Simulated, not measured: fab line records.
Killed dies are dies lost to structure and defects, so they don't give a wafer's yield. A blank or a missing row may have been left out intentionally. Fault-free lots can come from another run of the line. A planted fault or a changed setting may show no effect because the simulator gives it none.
Which tool was responsible? + flow sky130 + 15 lots with 45 wafers sampled at 4 steps, on a route of 708 steps

WHAT EACH GAUGE READ, for each wafer
SKY_SD_N_TW_MEAS_12.
| lot  | measured     | on           | SD_N_TW        |
|------|--------------|--------------|----------------|
| L257 | day 28 08:25 | filmMetro-04 | 4027 4002 4041 |
| L258 | day 28 11:11 | filmMetro-01 | 4001 4004 3989 |
| L259 | day 29 01:31 | filmMetro-02 | 3975 4008 3997 |
| L260 | day 30 09:20 | filmMetro-04 | 3992 3984 3976 |
| L261 | day 30 10:21 | filmMetro-02 | 3980 4002 4004 |
| L268 | day 31 23:34 | filmMetro-04 | 3949 3930 3941 |
| L269 | day 32 12:35 | filmMetro-02 | 3987 4001 3990 |
| L271 | day 33 10:42 | filmMetro-04 | 3989 3956 3959 |
| L272 | day 33 18:35 | filmMetro-04 | 3954 3940 3955 |
| L273 | day 34 00:32 | filmMetro-02 | 3983 3979 3971 |
| L274 | day 34 05:51 | filmMetro-01 | 4000 3999 4018 |
| L275 | day 34 07:14 | filmMetro-04 | 3970 3981 3992 |
| L276 | day 34 13:52 | filmMetro-02 | 3963 3987 3995 |
| L277 | day 34 21:19 | filmMetro-01 | 3999 4006 3985 |
| L279 | day 36 01:04 | filmMetro-02 | 4023 4021 4014 |

SKY_LOCAL_INTERCONNECT_THK_MEAS_02: measures by xrf.
| lot  | measured     | on           | LOCAL_INTERCONNECT_TIN_THK (nm) |
|------|--------------|--------------|---------------------------------|
| L257 | day 29 15:42 | filmMetro-03 | 106.7 105.9 106.9               |
| L261 | day 31 17:22 | filmMetro-03 | 107.3 105.9 106.9               |
| L268 | day 33 05:02 | filmMetro-02 | 105.8 103.7 105.2               |
| L269 | day 33 18:56 | filmMetro-03 | 104.2 103.3 104.6               |
| L271 | day 34 16:03 | filmMetro-03 | 105.4 105.2 105.4               |
| L272 | day 34 23:44 | filmMetro-01 | 106.3 105.5 105.6               |
| L273 | day 35 05:41 | filmMetro-03 | 105.6 106.6 105.6               |
| L274 | day 35 11:14 | filmMetro-01 | 105.9 106.5 105.5               |
| L275 | day 35 12:13 | filmMetro-03 | 103.4 104.3 104.9               |
| L276 | day 35 18:56 | filmMetro-03 | 103.9 104.9 104.0               |
| L277 | day 36 02:14 | filmMetro-03 | 104.6 104.7 105.5               |
| L279 | day 37 04:53 | filmMetro-03 | 105.4 105.5 105.5               |

TOOL THAT RAN EACH LOT (tool first, then ch and the chambers of the sampled wafers, then the start)
| lot  | SKY_LI_CONTACT_CMP_02         | SKY_LI_CONTACT_PEB_10            |
|------|-------------------------------|----------------------------------|
| L257 | cmp-01 ch 1,2,3, day 28 09:20 | lithoTrack-02 ch 0, day 29 13:00 |
| L258 | cmp-02 ch 0,1,2, day 28 12:04 | lithoTrack-01, day 29 16:00      |
| L259 | cmp-02 ch 0,1, day 29 02:22   | lithoTrack-01, day 30 06:00      |
| L260 | cmp-02 ch 0,3, day 30 10:11   | lithoTrack-03, day 31 14:00      |
| L261 | cmp-01 ch 0,1, day 30 11:12   | lithoTrack-03 ch 0, day 31 15:00 |
| L268 | cmp-02 ch 2,3, day 32 00:32   | lithoTrack-03 ch 0, day 33 03:00 |
| L269 | cmp-02 ch 1,2, day 32 13:23   | lithoTrack-02 ch 0, day 33 17:00 |
| L271 | cmp-01 ch 0,1,2, day 33 11:37 | lithoTrack-03 ch 0, day 34 14:00 |
| L272 | cmp-02 ch 1,2,3, day 33 19:24 | lithoTrack-01 ch 0, day 34 21:00 |
| L273 | cmp-01 ch 0,2, day 34 01:25   | lithoTrack-02 ch 0, day 35 03:00 |
| L274 | cmp-02 ch 0,3, day 34 06:43   | lithoTrack-01 ch 0, day 35 09:00 |
| L275 | cmp-01 ch 0,3, day 34 08:03   | lithoTrack-01 ch 0, day 35 10:00 |
| L276 | cmp-02 ch 1,2,3, day 34 14:41 | lithoTrack-01 ch 0, day 35 17:00 |
| L277 | cmp-01 ch 1,2,3, day 34 22:18 | lithoTrack-01 ch 0, day 36 00:00 |
| L279 | cmp-01 ch 0,2, day 36 01:56   | lithoTrack-01 ch 0, day 37 03:00 |
- SKY_LI_CONTACT_CMP_02: polishes PSG.
- SKY_LI_CONTACT_PEB_10

AS READ BY THE TOOLS THEMSELVES (means over the sampled wafers that have a number; for cases with no such wafer, the mark the record gives instead)
SKY_LI_CONTACT_CMP_02.
| lot  | tool   | motorCurrentA (A) | timeToEndpointS (s) |
|------|--------|-------------------|---------------------|
| L257 | cmp-01 | 12.9              | 34.9                |
| L258 | cmp-02 | 12.4              | 35.3                |
| L259 | cmp-02 | 11.6              | 37.3                |
| L260 | cmp-02 | 13.5              | 38.1                |
| L261 | cmp-01 | 13.8              | 32.2                |
| L268 | cmp-02 | 13.0              | 36.4                |
| L269 | cmp-02 | 11.9              | 33.2                |
| L271 | cmp-01 | 13.2              | 33.0                |
| L272 | cmp-02 | 11.9              | 31.2                |
| L273 | cmp-01 | 14.0              | 34.1                |
| L274 | cmp-02 | 13.6              | 36.6                |
| L275 | cmp-01 | 13.7              | 33.8                |
| L276 | cmp-02 | 12.4              | 35.1                |
| L277 | cmp-01 | 13.1              | 32.8                |
| L279 | cmp-01 | 14.0              | 31.4                |

SKY_LI_CONTACT_PEB_10.
| lot  | tool          | exhaustPa (Pa) |
|------|---------------|----------------|
| L257 | lithoTrack-02 | 44.3           |
| L258 | lithoTrack-01 | -              |
| L259 | lithoTrack-01 | -              |
| L260 | lithoTrack-03 | -              |
| L261 | lithoTrack-03 | 46.0           |
| L268 | lithoTrack-03 | 45.7           |
| L269 | lithoTrack-02 | 45.5           |
| L271 | lithoTrack-03 | 45.0           |
| L272 | lithoTrack-01 | 45.2           |
| L273 | lithoTrack-02 | 44.9           |
| L274 | lithoTrack-01 | 45.7           |
| L275 | lithoTrack-01 | 43.3           |
| L276 | lithoTrack-01 | 45.0           |
| L277 | lithoTrack-01 | 44.7           |
| L279 | lithoTrack-01 | 45.7           |

THE ANSWER, worked out from the rows above alone
Rule: the usual values come from the lots themselves. The widest of any qualifying gaps counts: lots, ordered by their means at a reading, are off when they make up no more than a third of the lots, leave a main group of 4 or more, and stand apart from it by 3 or more times the standard deviation of that group's means. A main group whose means are all the same, to the digits that the tables above print for the reading, isn't used. A lot without any number at a reading at which 4 lots or more have one is off too. Where the step has rows for the other lots, those lots are counted as sound. The gauges are gone through in route order, then the tools' own readings, and for those a lot's mean is taken as printed above. The first step at which some lot is off is used, and at that step the reading that is off furthest; a lot without a number counts as furthest.
Off at SKY_LI_CONTACT_PEB_10 (exhaustPa): L258, L259, L260. Without a number there: L258, L259, L260. The main group has a mean of 45.1 Pa with a standard deviation of 0.72.
A tool fits if, at that step or a process step before it, it ran every lot that is off, and no sound lot after the first of them. Of those tried, none fits.

WHAT THE SIMULATOR HAD INSERTED
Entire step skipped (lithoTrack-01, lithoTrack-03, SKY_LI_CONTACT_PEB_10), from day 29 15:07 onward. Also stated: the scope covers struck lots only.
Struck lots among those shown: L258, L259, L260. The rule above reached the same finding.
